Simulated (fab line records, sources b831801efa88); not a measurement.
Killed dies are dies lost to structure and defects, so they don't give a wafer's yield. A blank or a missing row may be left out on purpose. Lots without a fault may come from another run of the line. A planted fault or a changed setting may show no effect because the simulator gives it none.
A struck lot beside a sound one | flow gf180mcu | 16 steps out of a route of 602
Sound: wafers L317.4, L317.5, L317.6. Struck: wafers L319.2, L319.5. (L319.3 of the same lot was not struck and is left out.) The cause comes at the end.
At each step with rows: each side's tool, then ch and its chambers, then its first start. Under that, the readings that differ: sound wafers | struck wafers | difference of the means | sigmas: that difference in standard deviations of wafers without a fault.
alike: readings whose means differ by less than 2 such deviations, and words and numbers that are the same on both sides. not compared: withheld readings, readings that some wafer has no value for, bounds like >300 that may hide the same value, and numbers for which the record gives no deviation and whose values overlap.
The two part at a step that has a row with sigmas, a row that says differs or no value, or rows on one side only. Numbers that don't overlap but have no deviation are shown without sigmas and don't part them. A reading that every wafer of one side lacks parts them only if that side has two wafers or more.

GF_STI_THK_MEAS_02:
  sound on film_metro-03, day 2 07:32; struck on film_metro-03, day 2 17:54
  alike: STI_OXIDATION_THK
then, 1 step without rows for these wafers: GF_STI_CVD_03 (deposits Si3N4 from DCS/NH3, target thk 207.16 nm, time 3551 s).
GF_STI_THK_MEAS_04:
  sound on film_metro-03, day 2 09:35; struck on film_metro-01, day 2 22:26
  alike: STI_CVD_03_THK
then, 7 steps without rows for these wafers: GF_STI_DEHYDRATE_05 (time 60 s); GF_STI_HMDS_06 (prime time 60 s); GF_STI_COAT_07 (resist thk 700 nm); GF_STI_SOFTBAKE_08 (time 60 s); GF_STI_EXPOSE_09 (exposes mask COMP, target cd 220 nm); GF_STI_PEB_10 (peb time 90 s); GF_STI_DEVELOP_11 (develop time 60 s).
GF_STI_CD_MEAS_12: target cd 220 nm.
  sound on cd_sem-02, day 2 21:55; struck on cd_sem-01, day 3 10:58
  alike: cd_nm
GF_STI_ETCH_13: etches the open film in CHF3/O2, stops on Si, target depth 282.31 nm, time 112.9 s.
  sound on rie_diel-04 ch 1,2,3, day 2 21:58; struck on rie_diel-01 ch 1,3, day 3 11:04
  reading                     | sound       | struck  | difference | sigmas
  drypump_motor_current_A (A) | 5.6 5.6 5.1 | 5.9 6.3 | +0.7       | +2
  alike: oes_product_au, run_length_s, throttle_valve_pct
  not compared: rf_hours_counter_h
GF_STI_ETCH_14: etches Si in HBr/Cl2/O2, target depth 360 nm, time 102.9 s.
  sound on rie_si-01 ch 1,2,3, day 2 22:03; struck on rie_si-01 ch 3, day 3 11:08
  reading                              | sound             | struck      | difference | sigmas
  run_length_s (s)                     | 130.7 131.0 131.8 | 104.5 104.4 | -26.7      | -72
  model.etch.depth_nm (nm)             | 355.9 362.5 360.2 | 269.6 268.5 | -90.5      |
  model.STI.feature_depth_nm (nm)      | 355.9 362.5 360.2 | 269.6 268.5 | -90.5      |
  model.KrF_of_STI_COAT_07.thk_nm (nm) | 326.2 325.4 326.6 | 352 348.1   | +24        |
  alike: drypump_motor_current_A, he_backside_leak_sccm, oes_product_au, throttle_valve_pct
  not compared: rf_hours_counter_h
GF_STI_STRIP_15: strips in O2/N2.
  sound on plasma_asher-04 ch 0,1, day 2 22:09; struck on plasma_asher-02 ch 1, day 3 11:13
  reading                      | sound          | struck    | difference | sigmas
  strip_time_to_endpoint_s (s) | 3.79 3.79 3.79 | 4.05 4.02 | +0.25      | +7
  alike: drypump_motor_current_A, heater_power_w, oes_product_au, platen_temp_c
  not compared: rf_hours_counter_h
then, 1 step without rows for these wafers: GF_STI_CLEAN_16 (cleans in dHF, time 25 s).
-- the record jumps here: 28 days lie between the struck wafers' starts before and after (it left off in module STI and takes up again in module PASSIVATION, whose first step shown is number 602 of the route) --
GF_PASSIVATION_PROBE_99:
  sound on prober-01, day 30 09:52; struck on prober-02, day 31 06:34
  reading                                 | sound                         | struck              | difference | sigmas
  model.etest.pwell_in_dnwell.line_ohm_um | 4066 4216 4120                | 3253 3213           | -901       |
  model.etest.ldpmos_10p0.r_on_ohm_um     | 1.124e+04 1.112e+04 1.112e+04 | 1.051e+04 1.061e+04 | -6.000e+02 |
  model.etest.p_drift.rs_ohm_sq           | 2450 2495 2473                | 1999 2015           | -466       |
  model.etest.pwell_in_dnwell.rs_ohm_sq   | 2458 2523 2496                | 1955 1954           | -538       |
  model.etest.ldnmos_10p0.r_on_ohm_um     | 3720 3700 3687                | 3397 3440           | -284       |
  model.etest.n_drift.rs_ohm_sq           | 1250 1308 1279                | 911.3 899.7         | -373.5     |
  model.etest.nwell.line_ohm_um           | 1196 1223 1183                | 1011 1020           | -185       |
  model.etest.nwell.rs_ohm_sq             | 1023 1037 1034                | 873.4 869.2         | -160.0     |

WHERE THEY PART
First at GF_STI_ETCH_13; last, within this record, at GF_STI_STRIP_15.

WHY: what the simulator had put in
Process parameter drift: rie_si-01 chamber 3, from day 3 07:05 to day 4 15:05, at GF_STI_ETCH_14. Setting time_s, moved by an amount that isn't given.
